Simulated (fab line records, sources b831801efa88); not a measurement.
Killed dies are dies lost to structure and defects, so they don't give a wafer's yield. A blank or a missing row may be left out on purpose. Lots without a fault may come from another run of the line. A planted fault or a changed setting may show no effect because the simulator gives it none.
One fault seen from 2 desks | flow sky130 | each desk has only its own numbers; what lay behind them comes last

THE TOOL OWNER'S DESK: implanter-04
The tool's own readings at SKY_GATE_OXIDE_IMPLANT_11: means of the sampled wafers that have a number, for each lot that ran on this tool. A lot is out of limits, marked OUT, if its mean lies more than 4 standard deviations from the usual mean; the brackets give that distance.
Columns: A = dose_ions_cm2 at SKY_GATE_OXIDE_IMPLANT_11, usual 2.6e+12; B = end_station_pressure_torr at SKY_GATE_OXIDE_IMPLANT_11, usual 4.97e-06 Torr; C = faraday_current_uA at SKY_GATE_OXIDE_IMPLANT_11, usual 14.7
lot  | first seen here | A                         | B        | C
L370 | day 13 16:39    | 2.6e+12                   | 5.01e-06 | 14.8
L371 | day 14 00:29    | 2.6e+12                   | 4.82e-06 | 14.7
L382 | day 18 05:11    | 2.6e+12                   | 5.12e-06 | 14.8
L384 | day 18 16:25    | 3.7e+12 (+99 or more) OUT | 5.23e-06 | 21.0 (+20) OUT
L385 | day 19 00:53    | 3.7e+12 (+99 or more) OUT | 5.07e-06 | 21.0 (+20) OUT
L386 | day 19 13:54    | 3.7e+12 (+99 or more) OUT | 5.07e-06 | 20.9 (+20) OUT
L393 | day 21 21:03    | 2.6e+12                   | 5.10e-06 | 15.0
This desk's finding: out of limits on L384, L385, L386; first on L384, day 18 16:25 (dose_ions_cm2 at SKY_GATE_OXIDE_IMPLANT_11). In limits: L370, L371, L382, L393.

THE METROLOGY DESK
What the gauges read, lot by lot, whatever tool the lot ran on: means of the sampled wafers that have a number. A lot is out of limits, marked OUT, if its mean lies more than 4 standard deviations from the usual mean; the brackets give that distance.
Columns: A = DNWELL_TW at SKY_DNWELL_TW_MEAS_09, usual 1113; B = GATE_OXIDE_TW at SKY_GATE_OXIDE_TW_MEAS_14, usual 224.3; C = cd_nm at SKY_SD_N_CD_MEAS_07, usual 379.9 nm
lot  | first seen here | A    | B               | C
L370 | day 3 05:31     | 1115 | 223.0           | 378.6
L371 | day 3 08:59     | 1119 | 223.4           | 378.6
L373 | day 3 23:05     | 1113 | 225.7           | 379.8
L378 | day 5 03:37     | 1118 | 226.5           | 377.4
L380 | day 5 09:17     | 1113 | 223.7           | 379.8
L382 | day 5 22:08     | 1114 | 224.0           | 379.5
L384 | day 6 06:40     | 1112 | 248.1 (+22) OUT | 384.6
L385 | day 6 14:57     | 1123 | 248.3 (+22) OUT | 374.3
L386 | day 6 18:35     | 1122 | 248.8 (+22) OUT | 381.2
L391 | day 8 00:39     | 1105 | 224.4           | 377.6
L392 | day 8 03:05     | 1120 | 224.2           | 378.3
L393 | day 8 07:52     | 1104 | 223.0           | 375.9
This desk's finding: out of limits on L384, L385, L386; first on L384, day 18 16:55 (GATE_OXIDE_TW at SKY_GATE_OXIDE_TW_MEAS_14). In limits: L370, L371, L373, L378, L380, L382, L391, L392, L393.

PUT TOGETHER
The tool owner's desk could have raised an alarm at day 18 16:25, on L384, L385, L386.
The metrology desk could have raised an alarm at day 18 16:55, on L384, L385, L386.
Of the lots named, all ran SKY_GATE_OXIDE_IMPLANT_11 on implanter-04.

WHAT THE SIMULATOR HAD PUT IN
Process parameter drift: implanter-04, from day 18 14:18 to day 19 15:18, at SKY_GATE_OXIDE_IMPLANT_11. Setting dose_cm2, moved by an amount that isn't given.
Lots struck among those shown: L384, L385, L386.
Hours from the fault's start to each desk's first reading out of limits: the tool owner's desk, 2; the metrology desk, 3.
